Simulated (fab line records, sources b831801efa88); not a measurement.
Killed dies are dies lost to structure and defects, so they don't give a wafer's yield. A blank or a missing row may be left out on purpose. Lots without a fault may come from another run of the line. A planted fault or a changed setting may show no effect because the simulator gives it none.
Chamber matching | flow sky130 | SKY_LI_CONTACT_CMP_02 on cmp-02: 4 sister chambers
The step polishes PSG. 4 wafers are shown with their chamber, then 8 later ones without.

WAFERS WITH THEIR CHAMBER
wafer  | chamber | motor_current_A (A)
L111.3 | 3       | 11.0
L113.3 | 2       | 11.2
L113.4 | 1       | 11.8
L114.4 | 0       | 13.4

WAFERS WITHOUT THEIR CHAMBER
wafer  | motor_current_A (A)
L114.5 | 10.9
L114.6 | 12.5
L117.1 | 11.4
L117.3 | 13.7
L117.4 | 11.0
L118.3 | 11.7
L118.4 | 10.6
L118.6 | 10.7

WHICH CHAMBER EACH WENT THROUGH
wafer  | from the rows above          | in truth
L114.5 | can't be placed: 3 or 2      | 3
L114.6 | can't be placed: 1 or 0 or 2 | 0
L117.1 | can't be placed: 2 or 1 or 3 | 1
L117.3 | 0                            | 0
L117.4 | can't be placed: 3 or 2      | 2
L118.3 | can't be placed: 1 or 2 or 3 | 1
L118.4 | can't be placed: 3 or 2      | 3
L118.6 | can't be placed: 3 or 2      | 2
Placed correctly: 1 of 8. Can't be placed from these rows: 7 (the true chamber is among the candidates in 7). Placed wrongly: 0.
How it was worked out, from the rows above alone: a wafer's distance from a chamber is the root of the sum, over the readings, of the square of ((its reading less the chamber's mean) divided by the reading's scatter). The wafer belongs to the nearest chamber; if the next one is less than 2 further off, it can't be placed. A chamber's mean is the mean of its shown wafers. The scatter: with one shown wafer a chamber, the root of the mean of the squares of how far each hidden wafer lies from its nearest shown one.
